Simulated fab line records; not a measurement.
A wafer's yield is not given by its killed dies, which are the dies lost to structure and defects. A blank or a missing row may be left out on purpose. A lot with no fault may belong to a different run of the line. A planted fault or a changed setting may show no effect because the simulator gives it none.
Split-lot experiment :: flow sky130 :: on a route of 708 steps: 5 lots, 23 wafers read

THE SPLIT ITSELF
At SKY_SD_N_DEVELOP_06 (develop time 60 s), the setting developTimeS was moved away from the recipe's 60 s on 9 of the 23 wafers read, by -14.5% to +12.5%. All remaining wafers had this setting at the recipe value.

The file shows no step between the split and the reading.

THE READING
cdNm (nm) at SKY_SD_N_CD_MEAS_07, where the cd target is 380 nm. Typical for fault-free wafers on this fab line: 379.3 nm, with standard deviation 2.4 nm.

wafer: L077.1
tool, chamber at the split: lithoTrack-04, 0
developTimeS as run, s: 52.21
against the recipe: -13.0%
cdNm, nm: 365.7
against lot-mates on the recipe: -15.6

wafer: L077.2
tool, chamber at the split: lithoTrack-04, 0
developTimeS as run, s: 60
against the recipe: recipe
cdNm, nm: 380.8
against lot-mates on the recipe: -

wafer: L077.3
tool, chamber at the split: lithoTrack-04, 0
developTimeS as run, s: 52.21
against the recipe: -13.0%
cdNm, nm: 366.7
against lot-mates on the recipe: -14.6

wafer: L077.4
tool, chamber at the split: lithoTrack-04, 0
developTimeS as run, s: 60
against the recipe: recipe
cdNm, nm: 381.4
against lot-mates on the recipe: -

wafer: L077.5
tool, chamber at the split: lithoTrack-04, 0
developTimeS as run, s: 60
against the recipe: recipe
cdNm, nm: 381.7
against lot-mates on the recipe: -

wafer: L079.1
tool, chamber at the split: lithoTrack-04, 0
developTimeS as run, s: 51.29
against the recipe: -14.5%
cdNm, nm: 364.6
against lot-mates on the recipe: -16.7

wafer: L079.2
tool, chamber at the split: lithoTrack-04, 0
developTimeS as run, s: 51.29
against the recipe: -14.5%
cdNm, nm: 365.2
against lot-mates on the recipe: -16.1

wafer: L079.3
tool, chamber at the split: lithoTrack-04, 0
developTimeS as run, s: 60
against the recipe: recipe
cdNm, nm: 381.6
against lot-mates on the recipe: -

wafer: L079.4
tool, chamber at the split: lithoTrack-04, 0
developTimeS as run, s: 60
against the recipe: recipe
cdNm, nm: 381.9
against lot-mates on the recipe: -

wafer: L079.5
tool, chamber at the split: lithoTrack-04, 0
developTimeS as run, s: 60
against the recipe: recipe
cdNm, nm: 380.3
against lot-mates on the recipe: -

wafer: L080.2
tool, chamber at the split: lithoTrack-02, 0
developTimeS as run, s: 60
against the recipe: recipe
cdNm, nm: 377.9
against lot-mates on the recipe: -

wafer: L080.3
tool, chamber at the split: lithoTrack-02, 0
developTimeS as run, s: 60
against the recipe: recipe
cdNm, nm: 379.1
against lot-mates on the recipe: -

wafer: L080.4
tool, chamber at the split: lithoTrack-02, 0
developTimeS as run, s: 64.12
against the recipe: +6.9%
cdNm, nm: 385.4
against lot-mates on the recipe: +6.9

wafer: L080.5
tool, chamber at the split: lithoTrack-02, 0
developTimeS as run, s: 64.12
against the recipe: +6.9%
cdNm, nm: 385.2
against lot-mates on the recipe: +6.7

wafer: L080.6
tool, chamber at the split: lithoTrack-02, 0
developTimeS as run, s: 60
against the recipe: recipe
cdNm, nm: 378.6
against lot-mates on the recipe: -

wafer: L083.1
tool, chamber at the split: lithoTrack-02, 0
developTimeS as run, s: 60
against the recipe: recipe
cdNm, nm: 377.3
against lot-mates on the recipe: -

wafer: L083.3
tool, chamber at the split: lithoTrack-02, 0
developTimeS as run, s: 60
against the recipe: recipe
cdNm, nm: 379.7
against lot-mates on the recipe: -

wafer: L083.4
tool, chamber at the split: lithoTrack-02, 0
developTimeS as run, s: 67.48
against the recipe: +12.5%
cdNm, nm: 386.9
against lot-mates on the recipe: +8.4

wafer: L083.5
tool, chamber at the split: lithoTrack-02, 0
developTimeS as run, s: 67.48
against the recipe: +12.5%
cdNm, nm: 389.0
against lot-mates on the recipe: +10.5

wafer: L083.6
tool, chamber at the split: lithoTrack-02, 0
developTimeS as run, s: 67.48
against the recipe: +12.5%
cdNm, nm: 390.7
against lot-mates on the recipe: +12.2

wafer: L085.1
tool, chamber at the split: lithoTrack-01, 0
developTimeS as run, s: 60
against the recipe: recipe
cdNm, nm: 382.3
against lot-mates on the recipe: -

wafer: L085.2
tool, chamber at the split: lithoTrack-01, 0
developTimeS as run, s: 60
against the recipe: recipe
cdNm, nm: 381.1
against lot-mates on the recipe: -

wafer: L085.4
tool, chamber at the split: lithoTrack-01, 0
developTimeS as run, s: 60
against the recipe: recipe
cdNm, nm: 383.8
against lot-mates on the recipe: -

THE FIT
A straight line over all 23 wafers: cdNm changes by +0.909 nm for each +1% of developTimeS; r = +0.96; the points scatter about the line by 2 nm.
The same after taking each lot's own level away (the mean of its wafers on the recipe; 23 wafers): +1.02 nm for each +1%; r = +0.99; scatter 1.3 nm.
Per that fit: largest developTimeS move, reading shift of 15 nm.
Measured against the standard deviation above, the lots' own levels, which go from 378.50 to 382.40 nm, span 1.6 times it.
Thus the slope moves with the lot-to-lot level: the two fits are different.
Check: for one of the wafers moved furthest among these (-14.5%), held out of the fit, the line's prediction against its lot-mates is -15.1 nm. It came out at -16.7 nm against them.

THESE WAFERS: OTHER SPLITS
Other splits were also applied to these wafers ahead of the reading. Each is held against what the fit with the lots' levels taken away leaves over:
other split on the same wafers: SKY_POLY_GATE_SOFTBAKE_09 tempC
wafers away from the commonest value: 6
r with cdNm (lot level and that fit taken away): -0.03

other split on the same wafers: SKY_LDD_N_COAT_02 spinRpm
wafers away from the commonest value: 5
r with cdNm (lot level and that fit taken away): +0.06

other split on the same wafers: SKY_LDD_N_IMPLANT_08 doseCm2
wafers away from the commonest value: 11
r with cdNm (lot level and that fit taken away): -0.15

other split on the same wafers: SKY_LDD_LDN_IMPLANT_09 doseCm2
wafers away from the commonest value: 10
r with cdNm (lot level and that fit taken away): -0.13

other split on the same wafers: SKY_POLY_CUT_COAT_03 spinRpm
wafers away from the commonest value: 8
r with cdNm (lot level and that fit taken away): -0.13

FILE'S OWN FIT
cdNm changes by +1.05 nm for each +1% of developTimeS, r = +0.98.
